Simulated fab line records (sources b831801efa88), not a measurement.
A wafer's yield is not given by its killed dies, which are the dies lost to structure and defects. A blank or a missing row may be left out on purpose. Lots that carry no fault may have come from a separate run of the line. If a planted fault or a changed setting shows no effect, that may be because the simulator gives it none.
Struck lot and sound lot, side by side + flow sky130 + 27 steps out of a route of 708
Sound: the wafers L558.2, L558.3, L558.4. Struck: wafers L570.2, L570.6. (L570.4 of the same lot was not struck and is left out.) The cause comes at the end.
Order at every step that has rows: each side's tool, ch and its chambers, its first start. Under that, the readings that differ: sound wafers + struck wafers + difference of the means + sigmas: that difference in standard deviations of wafers without a fault.
alike: same words and numbers on both sides, and readings whose means sit less than 2 such deviations apart. not compared: any withheld reading, any reading some wafer has no value for, any bound like >300 that may hide the same value, and any number with overlapping values for which the record gives no deviation.
A row with sigmas, a row that says differs or no value, or rows on one side alone: a step with any of these is where the two part. Non-overlapping numbers with no deviation appear without sigmas and do not part them. A reading that every wafer of one side lacks parts them only if that side has two wafers or more.

SKY_VIA4_ETCH_12: etches SiO2 in C4F8/O2/Ar, stops on TiN, target depth 580 nm.
  sound on rieDiel-04 ch 0,1,3, day 42 17:21; struck on rieDiel-04 ch 0,1, day 46 13:04
  alike: oesProductAu
SKY_VIA4_STRIP_13: strips in O2/N2.
  sound on plasmaAsher-02 ch 0,1, day 42 17:25; struck on plasmaAsher-04 ch 0, day 46 13:08
  alike: drypumpMotorCurrentA, oesProductAu, stripTimeToEndpointS
  not compared: rfHoursCounterH
then, 5 steps without rows for these wafers: SKY_VIA4_STRIP_14 (strips in post etch residue remover, time 1200 s); SKY_VIA4_CLEAN_15 (cleans in IPA, time 180 s); SKY_VIA4_CLEAN_16 (cleans in O3/DIW); SKY_VIA4_SPUTTER_17 (material TiN, target thk 20 nm, time 80 s); SKY_VIA4_CVD_18 (deposits W, target thk 505 nm, time 152.14 s).
SKY_VIA4_RS_MEAS_19: the measuring method here is four-point-probe.
  sound on filmMetro-04, day 42 18:17; struck on filmMetro-03, day 46 13:58
  alike: VIA4_W_RS
SKY_VIA4_THK_MEAS_20: measures by xrf.
  sound on filmMetro-04, day 42 18:24; struck on filmMetro-03, day 46 14:05
  alike: VIA4_W_THK
SKY_VIA4_CMP_21: polishes, stops on SiO2, t overpolish 25 s, target thk 0 nm.
  sound on cmp-01 ch 0,1,2, day 42 18:27; struck on cmp-02 ch 1, day 46 14:08
| reading           | sound          | struck    | difference | sigmas |
|-------------------|----------------|-----------|------------|--------|
| motorCurrentA (A) | 13.0 12.7 11.3 | 10.1 10.1 | -2.2       | -2     |
  alike: overpolishRunS, slurryFilterDpKPa, timeToEndpointS
SKY_METAL5_SPUTTER_00: material Ti, target thk 15 nm, time 10 s.
  sound on pvdSputter-03, day 42 18:45; struck on pvdSputter-03, day 46 14:26
  alike: throttleValvePct
then, 1 step without rows for these wafers: SKY_METAL5_SPUTTER_01 (material TiN, target thk 20 nm, time 16.7 s).
SKY_METAL5_SPUTTER_02: material AlCu, target thk 1150 nm, time 61.2 s.
  sound on pvdSputter-03, day 42 18:48; struck on pvdSputter-03, day 46 14:28
| reading                                    | sound          | struck    | difference | sigmas |
|--------------------------------------------|----------------|-----------|------------|--------|
| model.AlCu_of_METAL5_SPUTTER_02.thkNm (nm) | 1137 1127 1146 | 1060 1051 | -81        |        |
  alike: throttleValvePct
then, 1 step without rows for these wafers: SKY_METAL5_SPUTTER_03 (material Ti, target thk 5 nm, time 3.3 s).
SKY_METAL5_SPUTTER_04: material TiN, target thk 70 nm, time 58.3 s.
  sound on pvdSputter-03, day 42 18:52; struck on pvdSputter-03, day 46 14:32
  alike: throttleValvePct
SKY_METAL5_RS_MEAS_05: the measuring method here is four-point-probe.
  sound on filmMetro-03, day 42 18:56; struck on filmMetro-02, day 46 15:01
| reading                 | sound                   | struck         | difference | sigmas |
|-------------------------|-------------------------|----------------|------------|--------|
| METAL5_ALCU_RS (ohm/sq) | 0.02733 0.02759 0.02712 | 0.02937 0.0297 | +0.00219   | +10    |
  not compared: hold
SKY_METAL5_THK_MEAS_06: measures by xrf.
  sound on filmMetro-03, day 42 19:03; struck on filmMetro-02, day 46 17:32
| reading              | sound          | struck    | difference | sigmas |
|----------------------|----------------|-----------|------------|--------|
| METAL5_ALCU_THK (nm) | 1146 1134 1154 | 1049 1032 | -104       | -7     |
  not compared: hold
then, 7 steps without rows for these wafers: SKY_METAL5_HMDS_08 (prime time 60 s); SKY_METAL5_COAT_09 (resist thk 1800 nm); SKY_METAL5_SOFTBAKE_10 (time 60 s); SKY_METAL5_EXPOSE_11 (exposes mask MM5, target cd 1600 nm); SKY_METAL5_PEB_12; SKY_METAL5_DEVELOP_13 (develop time 60 s); SKY_METAL5_DESCUM_14 (chemistry O2, time 11 s).
SKY_METAL5_METAL_ETCH_15: etches the open film in Cl2/BCl3, stops on SiO2, target depth 1260 nm, time 252 s.
  sound on rieMetal-04 ch 0,1, day 43 17:45; struck on rieMetal-02 ch 0, day 47 09:52
| reading             | sound             | struck      | difference | sigmas |
|---------------------|-------------------|-------------|------------|--------|
| oesProductAu (a.u.) | 0.897 0.896 0.897 | 0.866 0.860 | -0.034     | -7     |
  alike: drypumpMotorCurrentA, throttleValvePct
  not compared: rfHoursCounterH
then, 1 step without rows for these wafers: SKY_METAL5_STRIP_16 (strips in O2/N2).
SKY_PAD_OPEN_PROBE_99:
  sound on prober-02, day 45 17:26; struck on prober-02, day 49 03:30
| reading                    | sound                   | struck          | difference | sigmas |
|----------------------------|-------------------------|-----------------|------------|--------|
| model.etest.met5.rsOhmSq   | 0.02766 0.02793 0.02738 | 0.0294 0.02987  | +0.0020    |        |
| model.etest.met5.lineOhmUm | 0.01731 0.01735 0.01715 | 0.01831 0.01872 | +0.00124   |        |
  alike: defectLimitedYield, killed_at_M0_to_M3, killed_at_M4_up, killedAtContacts, killedAtFrontEnd, killedAtOther, killedDies, killedOpen, killedShort, sort_bin_3_pad_short, sort_bin_5_function, sort_bin_6_memory, sortNPass, sortYieldPct

WHERE THEY PART
First at SKY_VIA4_CMP_21; last, within this record, at SKY_METAL5_METAL_ETCH_15. Later steps at which nothing parts them and some readings are alike: SKY_PAD_OPEN_PROBE_99.

WHY: the cause the simulator had injected
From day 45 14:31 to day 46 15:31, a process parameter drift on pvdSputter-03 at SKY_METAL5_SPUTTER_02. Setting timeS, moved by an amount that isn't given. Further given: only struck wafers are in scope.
